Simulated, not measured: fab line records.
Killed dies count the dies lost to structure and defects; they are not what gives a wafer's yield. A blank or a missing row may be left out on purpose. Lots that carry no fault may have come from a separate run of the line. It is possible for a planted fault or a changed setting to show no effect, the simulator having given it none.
fab line records / flow sfq-line / part 2 of 2: steps 23 to 32 of 32
[record] lots = 5 wafers = 15 last-day = 85
route steps=325 shown M4@152 I4@163 JJ@178
lots that met no fault: taken from a fault-free run of the same line
start-h: hours from the record's first day to the start of the lot's first wafer shown / wait-h: hours elapsed since this lot's preceding step / " as in the row above / L1.1+2: several wafers, shown together as one row / - no value present, or no start provided / * or withheld: withheld / < > ~ a bound
route shown NAME@n: NAME is a module with steps in the file, n the number in the route of the first one / usual: mean/standard deviation taken from wafers without a fault / same: alike in all rows / chamber/n: place in a boat / sites: each site's reading / _std_site: how widely they spread, as a standard deviation / _edge_site: mean of outer sites minus mean of inner sites / radius-mm: how far each site lies from the wafer's centre / mask NAME#n: copy n / behind: tool/chamber where the wafer was last shaped / hold: why the lot was held/for how many hours/how that ended / device: the n, p or np transistor that did not switch / end of line: the route-end tests of the same wafers / step lacking rows: just its recipe / killed: count of dies lost to structure and defects at first sort (not the wafer's yield) / map: a wafer's dies, x killed, . not, _ none there
set.NAME: the run value of the setting; set.NAME@STEP: its run value at that earlier step / model.NAME: the simulator's own value behind a step, which no gauge read
lots at selected steps of the route; one table per step, one row per wafer
services: a tool's chamber out of use, with start hour (start-h, from the record's first day; less than 0 if before it), hours out, and reason
[[steps]]
[step SFQ_TRILAYER_I4_VIA_BARC_OPEN_VIA_ETCH_146]
[recipe] mask-material = PR chemistry = O2 target-depth-nm = 125 target = BARC source-w = 500 bias-w = 80 pressure-mtorr = 30 time-s = 41.7
[usual] drypump-motor-current-A = 6.0/0.35 oes-product-au = 0.685/0.0045 rf-fwd-power-W = 494.8/2.5
lot.wafer=L075.1 tool=rie-diel-03 chamber=1 start-h=1094.55 wait-h=0.0 drypump-motor-current-A=6.2 oes-product-au=0.689 rf-fwd-power-W=492.5 rf-hours-counter-h=10
lot.wafer=L075.2 tool=rie-diel-03 chamber=3 start-h=1094.55 wait-h=0.0 drypump-motor-current-A=6.3 oes-product-au=0.680 rf-fwd-power-W=492.8 rf-hours-counter-h=7
lot.wafer=L075.5 tool=rie-diel-03 chamber=2 start-h=1094.55 wait-h=0.0 drypump-motor-current-A=5.9 oes-product-au=0.688 rf-fwd-power-W=495.5 rf-hours-counter-h=-
lot.wafer=L086.2 tool=rie-diel-04 chamber=0 start-h=1279.53 wait-h=0.0 drypump-motor-current-A=6.2 oes-product-au=0.678 rf-fwd-power-W=496.0 rf-hours-counter-h=7
lot.wafer=L086.3 tool=rie-diel-04 chamber=3 start-h=1279.53 wait-h=0.0 drypump-motor-current-A=5.9 oes-product-au=0.682 rf-fwd-power-W=497.4 rf-hours-counter-h=14
lot.wafer=L086.5 tool=rie-diel-04 chamber=3 start-h=1279.53 wait-h=0.0 drypump-motor-current-A=5.9 oes-product-au=0.684 rf-fwd-power-W=497.1 rf-hours-counter-h=-
lot.wafer=L088.1 tool=rie-diel-04 chamber=2 start-h=1292.73 wait-h=0.0 drypump-motor-current-A=5.9 oes-product-au=0.679 rf-fwd-power-W=496.8 rf-hours-counter-h=14
lot.wafer=L088.3 tool=rie-diel-04 chamber=0 start-h=1292.73 wait-h=0.0 drypump-motor-current-A=6.2 oes-product-au=0.685 rf-fwd-power-W=497.3 rf-hours-counter-h=8
lot.wafer=L088.6 tool=rie-diel-04 chamber=3 start-h=1292.73 wait-h=0.0 drypump-motor-current-A=5.9 oes-product-au=0.688 rf-fwd-power-W=494.1 rf-hours-counter-h=-
lot.wafer=L093.1 tool=rie-diel-01 chamber=2 start-h=1314.25 wait-h=0.0 drypump-motor-current-A=5.5 oes-product-au=0.686 rf-fwd-power-W=491.6 rf-hours-counter-h=7
lot.wafer=L093.3 tool=rie-diel-01 chamber=1 start-h=1314.25 wait-h=0.0 drypump-motor-current-A=6.3 oes-product-au=0.688 rf-fwd-power-W=496.0 rf-hours-counter-h=16
lot.wafer=L093.4 tool=rie-diel-01 chamber=3 start-h=1314.25 wait-h=0.0 drypump-motor-current-A=5.8 oes-product-au=0.689 rf-fwd-power-W=493.7 rf-hours-counter-h=12
lot.wafer=L094.2 tool=rie-diel-04 chamber=3 start-h=1316.65 wait-h=0.0 drypump-motor-current-A=5.9 oes-product-au=0.683 rf-fwd-power-W=497.2 rf-hours-counter-h=15
lot.wafer=L094.5 tool=rie-diel-04 chamber=1 start-h=1316.65 wait-h=0.0 drypump-motor-current-A=5.5 oes-product-au=0.680 rf-fwd-power-W=492.9 rf-hours-counter-h=-
lot.wafer=L094.6 tool=rie-diel-04 chamber=2 start-h=1316.65 wait-h=0.0 drypump-motor-current-A=5.9 oes-product-au=0.689 rf-fwd-power-W=495.2 rf-hours-counter-h=-
[step SFQ_TRILAYER_I4_VIA_ETCH_VIA_ETCH_106]
[recipe] target = SiO2 stop-on = Nb mask-material = PR taper-deg = 20 chemistry = CHF3 target-depth-nm = 260 source-w = 500 bias-w = 80 pressure-mtorr = 30 time-s = withheld
[usual] drypump-motor-current-A = 6.0/0.35 oes-product-au = 0.853/0.0054 rf-fwd-power-W = 498.0/1.7
lot.wafer=L075.1 tool=rie-diel-03 chamber=1 start-h=1094.59 wait-h=0.0 drypump-motor-current-A=6.2 oes-product-au=0.856 rf-fwd-power-W=496.7
lot.wafer=L075.2 tool=rie-diel-03 chamber=3 start-h=1094.59 wait-h=0.0 drypump-motor-current-A=6.3 oes-product-au=0.849 rf-fwd-power-W=499.3
lot.wafer=L075.5 tool=rie-diel-03 chamber=2 start-h=1094.59 wait-h=0.0 drypump-motor-current-A=5.9 oes-product-au=0.842 rf-fwd-power-W=496.9
lot.wafer=L086.2 tool=rie-diel-04 chamber=0 start-h=1279.57 wait-h=0.0 drypump-motor-current-A=6.2 oes-product-au=0.845 rf-fwd-power-W=498.4
lot.wafer=L086.3 tool=rie-diel-04 chamber=3 start-h=1279.57 wait-h=0.0 drypump-motor-current-A=5.9 oes-product-au=0.851 rf-fwd-power-W=502.2
lot.wafer=L086.5 tool=rie-diel-04 chamber=3 start-h=1279.57 wait-h=0.0 drypump-motor-current-A=5.9 oes-product-au=0.854 rf-fwd-power-W=498.8
lot.wafer=L088.1 tool=rie-diel-04 chamber=2 start-h=1292.77 wait-h=0.0 drypump-motor-current-A=5.9 oes-product-au=0.857 rf-fwd-power-W=497.6
lot.wafer=L088.3 tool=rie-diel-04 chamber=0 start-h=1292.77 wait-h=0.0 drypump-motor-current-A=6.2 oes-product-au=0.854 rf-fwd-power-W=497.2
lot.wafer=L088.6 tool=rie-diel-04 chamber=3 start-h=1292.77 wait-h=0.0 drypump-motor-current-A=5.9 oes-product-au=0.845 rf-fwd-power-W=501.6
lot.wafer=L093.1 tool=rie-diel-01 chamber=2 start-h=1314.29 wait-h=0.0 drypump-motor-current-A=5.5 oes-product-au=0.851 rf-fwd-power-W=500.4
lot.wafer=L093.3 tool=rie-diel-01 chamber=1 start-h=1314.29 wait-h=0.0 drypump-motor-current-A=6.3 oes-product-au=0.848 rf-fwd-power-W=495.8
lot.wafer=L093.4 tool=rie-diel-01 chamber=3 start-h=1314.29 wait-h=0.0 drypump-motor-current-A=5.8 oes-product-au=0.844 rf-fwd-power-W=496.9
lot.wafer=L094.2 tool=rie-diel-04 chamber=3 start-h=1316.69 wait-h=0.0 drypump-motor-current-A=5.9 oes-product-au=0.859 rf-fwd-power-W=498.0
lot.wafer=L094.5 tool=rie-diel-04 chamber=1 start-h=1316.69 wait-h=0.0 drypump-motor-current-A=5.5 oes-product-au=0.844 rf-fwd-power-W=499.0
lot.wafer=L094.6 tool=rie-diel-04 chamber=2 start-h=1316.69 wait-h=0.0 drypump-motor-current-A=5.9 oes-product-au=0.857 rf-fwd-power-W=501.6
[step SFQ_TRILAYER_I4_VIA_STRIP_STRIP_107]
[recipe] gas = O2 power-w = 200 platen-temp-c = 40 overash-fraction = 0.65 chemistry = O2 pressure-mtorr = 50
[usual] drypump-motor-current-A = 5.8/0.63 oes-product-au = 1.001/0.008
lot.wafer=L075.1 tool=rie-metal-04 chamber=0 start-h=1094.70 wait-h=- drypump-motor-current-A=4.8 oes-product-au=1.002 rf-hours-counter-h=13
lot.wafer=L075.2 tool=rie-metal-04 chamber=1 start-h=1094.70 wait-h=- drypump-motor-current-A=5.7 oes-product-au=1.000 rf-hours-counter-h=8
lot.wafer=L075.5 tool=rie-metal-04 chamber=0 start-h=1094.70 wait-h=- drypump-motor-current-A=4.8 oes-product-au=1.007 rf-hours-counter-h=-
lot.wafer=L086.2 tool=rie-metal-03 chamber=1 start-h=1279.68 wait-h=- drypump-motor-current-A=6.1 oes-product-au=1.000 rf-hours-counter-h=124
lot.wafer=L086.3 tool=rie-metal-03 chamber=1 start-h=1279.68 wait-h=- drypump-motor-current-A=6.1 oes-product-au=0.992 rf-hours-counter-h=-
lot.wafer=L086.5 tool=rie-metal-03 chamber=0 start-h=1279.68 wait-h=- drypump-motor-current-A=6.6 oes-product-au=1.012 rf-hours-counter-h=-
lot.wafer=L088.1 tool=rie-metal-01 chamber=0 start-h=1292.88 wait-h=- drypump-motor-current-A=5.3 oes-product-au=1.007 rf-hours-counter-h=78
lot.wafer=L088.3 tool=rie-metal-01 chamber=0 start-h=1292.88 wait-h=- drypump-motor-current-A=5.3 oes-product-au=1.009 rf-hours-counter-h=-
lot.wafer=L088.6 tool=rie-metal-01 chamber=1 start-h=1292.88 wait-h=- drypump-motor-current-A=6.2 oes-product-au=1.015 rf-hours-counter-h=-
lot.wafer=L093.1 tool=rie-metal-03 chamber=1 start-h=1314.41 wait-h=- drypump-motor-current-A=6.1 oes-product-au=0.995 rf-hours-counter-h=130
lot.wafer=L093.3 tool=rie-metal-03 chamber=0 start-h=1314.41 wait-h=- drypump-motor-current-A=6.6 oes-product-au=0.997 rf-hours-counter-h=-
lot.wafer=L093.4 tool=rie-metal-03 chamber=1 start-h=1314.41 wait-h=- drypump-motor-current-A=6.1 oes-product-au=0.994 rf-hours-counter-h=-
lot.wafer=L094.2 tool=rie-metal-03 chamber=1 start-h=1316.81 wait-h=- drypump-motor-current-A=6.1 oes-product-au=1.000 rf-hours-counter-h=130
lot.wafer=L094.5 tool=rie-metal-03 chamber=1 start-h=1316.81 wait-h=- drypump-motor-current-A=6.1 oes-product-au=1.004 rf-hours-counter-h=-
lot.wafer=L094.6 tool=rie-metal-03 chamber=0 start-h=1316.81 wait-h=- drypump-motor-current-A=6.6 oes-product-au=1.001 rf-hours-counter-h=-
[step SFQ_TRILAYER_I4_VIA_STRIP_SOLV_CLEAN_108]
[recipe] chemistry = NMP temp-c = 70 time-s = 600
lot.wafer=L075.1+2+5 tool=wet-bench-04 chamber=2,4,3 start-h=1095.30 wait-h=0.4
lot.wafer=L086.2+3+5 tool=wet-bench-01 chamber=0,4,3 start-h=1280.28 wait-h=0.4
lot.wafer=L088.1+3+6 tool=wet-bench-04 chamber=1,7,0 start-h=1293.48 wait-h=0.4
lot.wafer=L093.1+3+4 tool=wet-bench-01 chamber=6,2,3 start-h=1315.01 wait-h=0.4
lot.wafer=L094.2+5+6 tool=wet-bench-04 chamber=5,4,7 start-h=1317.41 wait-h=0.4
[step SFQ_TRILAYER_JJ_TRILAYER_DEP_PRE_CLEAN_113]
[recipe] gas = Ar time-s = 22.5 bias-v = 250
lot.wafer=L075.1+2+5 tool=pvd-sputter-03 chamber=- start-h=1095.48 wait-h=0.0
lot.wafer=L086.2+3+5 tool=pvd-sputter-03 chamber=- start-h=1280.46 wait-h=0.0
lot.wafer=L088.1+3+6 tool=pvd-sputter-03 chamber=- start-h=1293.66 wait-h=0.0
lot.wafer=L093.1+3+4 tool=pvd-sputter-06 chamber=- start-h=1315.21 wait-h=0.0
lot.wafer=L094.2+5+6 tool=pvd-sputter-03 chamber=- start-h=1317.58 wait-h=0.0
[step SFQ_TRILAYER_JJ_TRILAYER_DEP_SPUTTER_109]
[recipe] material = Nb base-pressure-pa = 1.33e-06 chamber-pressure-pa = 0.1333 substrate-temp-c = 20 target-thk-nm = 150 power-w = 2000 time-s = 100
[usual] throttle-valve-pct = 29.5/1.3
lot.wafer=L075.1 tool=pvd-sputter-03 chamber=- start-h=1095.51 wait-h=0.0 throttle-valve-pct=30.3
lot.wafer=L075.2 tool=pvd-sputter-03 chamber=- start-h=1095.51 wait-h=0.0 throttle-valve-pct=31.3
lot.wafer=L075.5 tool=pvd-sputter-03 chamber=- start-h=1095.51 wait-h=0.0 throttle-valve-pct=29.9
lot.wafer=L086.2 tool=pvd-sputter-03 chamber=- start-h=1280.49 wait-h=0.0 throttle-valve-pct=30.0
lot.wafer=L086.3 tool=pvd-sputter-03 chamber=- start-h=1280.49 wait-h=0.0 throttle-valve-pct=31.2
lot.wafer=L086.5 tool=pvd-sputter-03 chamber=- start-h=1280.49 wait-h=0.0 throttle-valve-pct=30.1
lot.wafer=L088.1 tool=pvd-sputter-03 chamber=- start-h=1293.69 wait-h=0.0 throttle-valve-pct=30.0
lot.wafer=L088.3 tool=pvd-sputter-03 chamber=- start-h=1293.69 wait-h=0.0 throttle-valve-pct=29.9
lot.wafer=L088.6 tool=pvd-sputter-03 chamber=- start-h=1293.69 wait-h=0.0 throttle-valve-pct=27.5
lot.wafer=L093.1 tool=pvd-sputter-06 chamber=- start-h=1315.24 wait-h=0.0 throttle-valve-pct=28.1
lot.wafer=L093.3 tool=pvd-sputter-06 chamber=- start-h=1315.24 wait-h=0.0 throttle-valve-pct=30.4
lot.wafer=L093.4 tool=pvd-sputter-06 chamber=- start-h=1315.24 wait-h=0.0 throttle-valve-pct=29.4
lot.wafer=L094.2 tool=pvd-sputter-03 chamber=- start-h=1317.61 wait-h=0.0 throttle-valve-pct=27.7
lot.wafer=L094.5 tool=pvd-sputter-03 chamber=- start-h=1317.61 wait-h=0.0 throttle-valve-pct=30.2
lot.wafer=L094.6 tool=pvd-sputter-03 chamber=- start-h=1317.61 wait-h=0.0 throttle-valve-pct=27.5
[step SFQ_TRILAYER_JJ_TRILAYER_DEP_SPUTTER_110]
[recipe] material = Al base-pressure-pa = 1.33e-06 target-thk-nm = 8 power-w = 500 time-s = 10.16 chamber-pressure-pa = 0.4
[usual] throttle-valve-pct = 29.5/1.2
lot.wafer=L075.1 tool=pvd-sputter-03 chamber=- start-h=1095.58 wait-h=0.0 throttle-valve-pct=30.3
lot.wafer=L075.2 tool=pvd-sputter-03 chamber=- start-h=1095.58 wait-h=0.0 throttle-valve-pct=31.1
lot.wafer=L075.5 tool=pvd-sputter-03 chamber=- start-h=1095.58 wait-h=0.0 throttle-valve-pct=29.7
lot.wafer=L086.2 tool=pvd-sputter-03 chamber=- start-h=1280.56 wait-h=0.0 throttle-valve-pct=29.8
lot.wafer=L086.3 tool=pvd-sputter-03 chamber=- start-h=1280.56 wait-h=0.0 throttle-valve-pct=31.4
lot.wafer=L086.5 tool=pvd-sputter-03 chamber=- start-h=1280.56 wait-h=0.0 throttle-valve-pct=30.0
lot.wafer=L088.1 tool=pvd-sputter-03 chamber=- start-h=1293.76 wait-h=0.0 throttle-valve-pct=30.2
lot.wafer=L088.3 tool=pvd-sputter-03 chamber=- start-h=1293.76 wait-h=0.0 throttle-valve-pct=29.9
lot.wafer=L088.6 tool=pvd-sputter-03 chamber=- start-h=1293.76 wait-h=0.0 throttle-valve-pct=27.4
lot.wafer=L093.1 tool=pvd-sputter-06 chamber=- start-h=1315.32 wait-h=0.0 throttle-valve-pct=28.1
lot.wafer=L093.3 tool=pvd-sputter-06 chamber=- start-h=1315.32 wait-h=0.0 throttle-valve-pct=30.4
lot.wafer=L093.4 tool=pvd-sputter-06 chamber=- start-h=1315.32 wait-h=0.0 throttle-valve-pct=29.3
lot.wafer=L094.2 tool=pvd-sputter-03 chamber=- start-h=1317.68 wait-h=0.0 throttle-valve-pct=27.6
lot.wafer=L094.5 tool=pvd-sputter-03 chamber=- start-h=1317.68 wait-h=0.0 throttle-valve-pct=30.0
lot.wafer=L094.6 tool=pvd-sputter-03 chamber=- start-h=1317.68 wait-h=0.0 throttle-valve-pct=27.3
[step SFQ_TRILAYER_JJ_TRILAYER_DEP_AL_OXIDATION_111]
[recipe] pressure-mbar = 0.014667 oxidation-time-s = 600 temperature-k = 293
lot.wafer=L075.1+2+5 tool=pvd-sputter-03 chamber=- start-h=1095.60 wait-h=0.0
lot.wafer=L086.2+3+5 tool=pvd-sputter-03 chamber=- start-h=1280.58 wait-h=0.0
lot.wafer=L088.1+3+6 tool=pvd-sputter-03 chamber=- start-h=1293.78 wait-h=0.0
lot.wafer=L093.1+3+4 tool=pvd-sputter-06 chamber=- start-h=1315.34 wait-h=0.0
lot.wafer=L094.2+5+6 tool=pvd-sputter-03 chamber=- start-h=1317.70 wait-h=0.0
[step SFQ_TRILAYER_JJ_TRILAYER_DEP_SPUTTER_112]
[recipe] material = Nb base-pressure-pa = 1.33e-06 chamber-pressure-pa = 0.1333 substrate-temp-c = 20 target-thk-nm = 170 power-w = 2000 time-s = 113.3
[usual] throttle-valve-pct = 29.5/1.2
lot.wafer=L075.1 tool=pvd-sputter-03 chamber=- start-h=1096.60 wait-h=0.5 throttle-valve-pct=30.2
lot.wafer=L075.2 tool=pvd-sputter-03 chamber=- start-h=1096.60 wait-h=0.5 throttle-valve-pct=31.2
lot.wafer=L075.5 tool=pvd-sputter-03 chamber=- start-h=1096.60 wait-h=0.5 throttle-valve-pct=29.9
lot.wafer=L086.2 tool=pvd-sputter-03 chamber=- start-h=1281.58 wait-h=0.5 throttle-valve-pct=30.0
lot.wafer=L086.3 tool=pvd-sputter-03 chamber=- start-h=1281.58 wait-h=0.5 throttle-valve-pct=30.8
lot.wafer=L086.5 tool=pvd-sputter-03 chamber=- start-h=1281.58 wait-h=0.5 throttle-valve-pct=30.4
lot.wafer=L088.1 tool=pvd-sputter-03 chamber=- start-h=1294.78 wait-h=0.5 throttle-valve-pct=30.0
lot.wafer=L088.3 tool=pvd-sputter-03 chamber=- start-h=1294.78 wait-h=0.5 throttle-valve-pct=30.0
lot.wafer=L088.6 tool=pvd-sputter-03 chamber=- start-h=1294.78 wait-h=0.5 throttle-valve-pct=27.5
lot.wafer=L093.1 tool=pvd-sputter-06 chamber=- start-h=1316.34 wait-h=0.5 throttle-valve-pct=28.0
lot.wafer=L093.3 tool=pvd-sputter-06 chamber=- start-h=1316.34 wait-h=0.5 throttle-valve-pct=30.4
lot.wafer=L093.4 tool=pvd-sputter-06 chamber=- start-h=1316.34 wait-h=0.5 throttle-valve-pct=29.3
lot.wafer=L094.2 tool=pvd-sputter-03 chamber=- start-h=1318.70 wait-h=0.5 throttle-valve-pct=27.4
lot.wafer=L094.5 tool=pvd-sputter-03 chamber=- start-h=1318.70 wait-h=0.5 throttle-valve-pct=30.2
lot.wafer=L094.6 tool=pvd-sputter-03 chamber=- start-h=1318.70 wait-h=0.5 throttle-valve-pct=27.7
[step SFQ_JJ_RS_MEAS_929]
[recipe] thk-meas-gauge = four-point-probe reads = Nb_of_TRILAYER_JJ_TRILAYER_DEP_SPUTTER_112
[usual] JJ_NB_RS = 1.045/0.0096
lot.wafer=L075.1 tool=film-metro-01 chamber=- start-h=1096.68 wait-h=0.0 JJ_NB_RS[ohm/sq]=1.053
lot.wafer=L075.2 tool=film-metro-01 chamber=- start-h=1096.68 wait-h=0.0 JJ_NB_RS[ohm/sq]=1.055
lot.wafer=L075.5 tool=film-metro-01 chamber=- start-h=1096.68 wait-h=0.0 JJ_NB_RS[ohm/sq]=1.058
lot.wafer=L086.2 tool=film-metro-01 chamber=- start-h=1281.68 wait-h=0.1 JJ_NB_RS[ohm/sq]=1.055
lot.wafer=L086.3 tool=film-metro-01 chamber=- start-h=1281.68 wait-h=0.1 JJ_NB_RS[ohm/sq]=1.054
lot.wafer=L086.5 tool=film-metro-01 chamber=- start-h=1281.68 wait-h=0.1 JJ_NB_RS[ohm/sq]=1.049
lot.wafer=L088.1 tool=film-metro-03 chamber=- start-h=1294.86 wait-h=0.0 JJ_NB_RS[ohm/sq]=1.045
lot.wafer=L088.3 tool=film-metro-03 chamber=- start-h=1294.86 wait-h=0.0 JJ_NB_RS[ohm/sq]=1.049
lot.wafer=L088.6 tool=film-metro-03 chamber=- start-h=1294.86 wait-h=0.0 JJ_NB_RS[ohm/sq]=1.035
lot.wafer=L093.1 tool=film-metro-02 chamber=- start-h=1316.42 wait-h=0.0 JJ_NB_RS[ohm/sq]=1.058
lot.wafer=L093.3 tool=film-metro-02 chamber=- start-h=1316.42 wait-h=0.0 JJ_NB_RS[ohm/sq]=1.046
lot.wafer=L093.4 tool=film-metro-02 chamber=- start-h=1316.42 wait-h=0.0 JJ_NB_RS[ohm/sq]=1.050
lot.wafer=L094.2 tool=film-metro-02 chamber=- start-h=1318.80 wait-h=0.1 JJ_NB_RS[ohm/sq]=1.032
lot.wafer=L094.5 tool=film-metro-02 chamber=- start-h=1318.80 wait-h=0.1 JJ_NB_RS[ohm/sq]=1.030
lot.wafer=L094.6 tool=film-metro-02 chamber=- start-h=1318.80 wait-h=0.1 JJ_NB_RS[ohm/sq]=1.032
[[services]]
tool=krf-scanner-01 chamber=- start-h=795.21 hours=0.4 kind=repair
tool=krf-scanner-02 chamber=- start-h=800.14 hours=1.3 kind=pm
tool=krf-scanner-01 chamber=- start-h=804.06 hours=1.0 kind=pm
tool=krf-scanner-02 chamber=- start-h=806.24 hours=1.0 kind=pm
tool=cmp-02 chamber=- start-h=815.02 hours=0.2 kind=repair
tool=pvd-sputter-03 chamber=- start-h=815.04 hours=1.8 kind=repair
tool=krf-scanner-01 chamber=- start-h=820.41 hours=0.7 kind=repair
tool=rie-diel-04 chamber=0 start-h=841.40 hours=6.8 kind=repair
tool=pvd-sputter-06 chamber=- start-h=847.61 hours=1.6 kind=repair
tool=krf-scanner-02 chamber=- start-h=849.33 hours=0.8 kind=pm
tool=rie-diel-04 chamber=0 start-h=856.11 hours=8.9 kind=repair
tool=rie-metal-03 chamber=0 start-h=863.06 hours=8.7 kind=repair
tool=rie-metal-03 chamber=1 start-h=864.56 hours=7.5 kind=repair
tool=rie-metal-03 chamber=1 start-h=893.49 hours=1.3 kind=repair
tool=rie-diel-04 chamber=0 start-h=924.61 hours=8.1 kind=repair
tool=rie-metal-03 chamber=- start-h=981.79 hours=0.2 kind=repair
tool=rie-diel-04 chamber=1 start-h=1000.90 hours=16.4 kind=repair
tool=pvd-sputter-03 chamber=- start-h=1040.86 hours=0.9 kind=repair
tool=rie-metal-03 chamber=- start-h=1085.31 hours=15.8 kind=repair
tool=pvd-sputter-03 chamber=- start-h=1092.09 hours=2.5 kind=repair
tool=rie-metal-03 chamber=- start-h=1138.70 hours=2.8 kind=pm
tool=rie-diel-04 chamber=1 start-h=1145.31 hours=6.7 kind=repair
tool=rie-metal-03 chamber=- start-h=1205.98 hours=1.4 kind=pm
tool=rie-diel-04 chamber=2 start-h=1249.56 hours=3.2 kind=repair
